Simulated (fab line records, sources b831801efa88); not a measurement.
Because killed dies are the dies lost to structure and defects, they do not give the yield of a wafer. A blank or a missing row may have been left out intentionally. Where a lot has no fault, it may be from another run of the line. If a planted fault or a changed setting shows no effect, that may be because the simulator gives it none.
Which of the tools did it? -- flow gf180mcu -- Sampling: 6 lots, 18 wafers, 2 of 602 route steps

WHAT THE GAUGES SHOWED, per wafer
GF_PSD_CD_MEAS_07 targets a cd of 400 nm.
lot,measured,on,cdNm (nm)
L195,day 14 09:38,cdSem-01,398.7 398.8 399.7
L197,day 15 02:26,cdSem-01,403.1 402.8 401.0
L204,day 18 01:17,cdSem-01,399.0 400.4 400.1
L208,day 19 03:45,cdSem-02,399.3 401.0 401.5
L209,day 20 02:32,cdSem-02,404.4 402.7 403.2
L213,day 20 22:07,cdSem-02,398.0 398.7 399.1

EACH LOT AND THE TOOL THAT RAN IT (in order: tool; ch and the chambers of the sampled wafers; start)
lot,GF_STI_ETCH_14
L195,"rieSi-02 ch 0,1,3, day 2 06:21"
L197,"rieSi-01 ch 0,1,2, day 2 16:12"
L204,"rieSi-01 ch 0,3, day 4 07:01"
L208,"rieSi-02 ch 0,3, day 5 03:55"
L209,"rieSi-02 ch 1,3, day 5 14:19"
L213,"rieSi-02 ch 0,1,2, day 6 03:11"
- GF_STI_ETCH_14: etches Si in HBr/Cl2/O2, target depth 360 nm, time 102.9 s.

THE ANSWER, worked out from the rows above alone
Rule: the usual values come from the lots themselves. The widest of any qualifying gaps counts: lots, ordered by their means at a reading, are off when they make up no more than a third of the lots, leave a main group of 4 or more, and stand apart from it by 3 or more times the standard deviation of that group's means. Not used: any main group whose means are identical at the precision the tables above print for the reading. A lot without any number at a reading at which 4 lots or more have one is off too. The other lots that the step has rows for count as sound.
No lot is off at any reading shown: from this, nothing can be told.

WHAT THE SIMULATOR PUT IN
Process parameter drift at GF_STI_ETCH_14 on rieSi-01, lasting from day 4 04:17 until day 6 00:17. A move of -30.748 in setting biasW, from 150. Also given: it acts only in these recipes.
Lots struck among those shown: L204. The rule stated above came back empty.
